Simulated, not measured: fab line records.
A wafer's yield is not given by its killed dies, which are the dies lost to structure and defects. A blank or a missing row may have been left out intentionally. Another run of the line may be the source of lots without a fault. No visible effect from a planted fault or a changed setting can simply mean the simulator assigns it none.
Matching of chambers :: flow sky130 :: SKY_VIA1_CMP_24 on cmp-02 has 4 sister chambers
The step polishes, stops on SiO2, t overpolish 15 s, target thk 0 nm. 4 wafers are shown with their chamber, then 7 later ones without.

== WAFERS PAIRED WITH THEIR CHAMBERS ==
wafer: L314.2
chamber: 1
motor current A (A): 10.5

wafer: L314.6
chamber: 3
motor current A (A): 11.0

wafer: L317.1
chamber: 0
motor current A (A): 10.1

wafer: L317.3
chamber: 2
motor current A (A): 10.1

== WAFERS WITH NO CHAMBER GIVEN ==
wafer: L317.5
motor current A (A): 11.6

wafer: L318.1
motor current A (A): 11.0

wafer: L318.3
motor current A (A): 11.4

wafer: L318.4
motor current A (A): 10.0

wafer: L322.1
motor current A (A): 10.4

wafer: L322.2
motor current A (A): 10.4

wafer: L322.3
motor current A (A): 11.1

== WHICH CHAMBER EACH ONE RAN IN ==
wafer: L317.5
from the rows above: can't be placed: 3 or 1
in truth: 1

wafer: L318.1
from the rows above: can't be placed: 3 or 1
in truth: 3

wafer: L318.3
from the rows above: can't be placed: 3 or 1
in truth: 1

wafer: L318.4
from the rows above: can't be placed: 0 or 2 or 1
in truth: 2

wafer: L322.1
from the rows above: can't be placed: 1 or 0 or 2 or 3
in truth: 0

wafer: L322.2
from the rows above: can't be placed: 1 or 0 or 2 or 3
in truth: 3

wafer: L322.3
from the rows above: can't be placed: 3 or 1
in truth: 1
0 of 7 placed correctly. From these rows, 7 cannot be placed; in 7 the true chamber is one of the candidates. Wrongly placed: 0.
How it was worked out, from the rows above alone: a wafer's distance from a chamber is the root of the sum, over the readings, of the square of ((its reading less the chamber's mean) divided by the reading's scatter). The wafer belongs to the nearest chamber; if the next one is less than 2 further off, it can't be placed. Each chamber's mean is taken over the wafers shown for it. The scatter: root of mean squared gap, hidden wafer to nearest shown wafer, with one shown wafer a chamber.
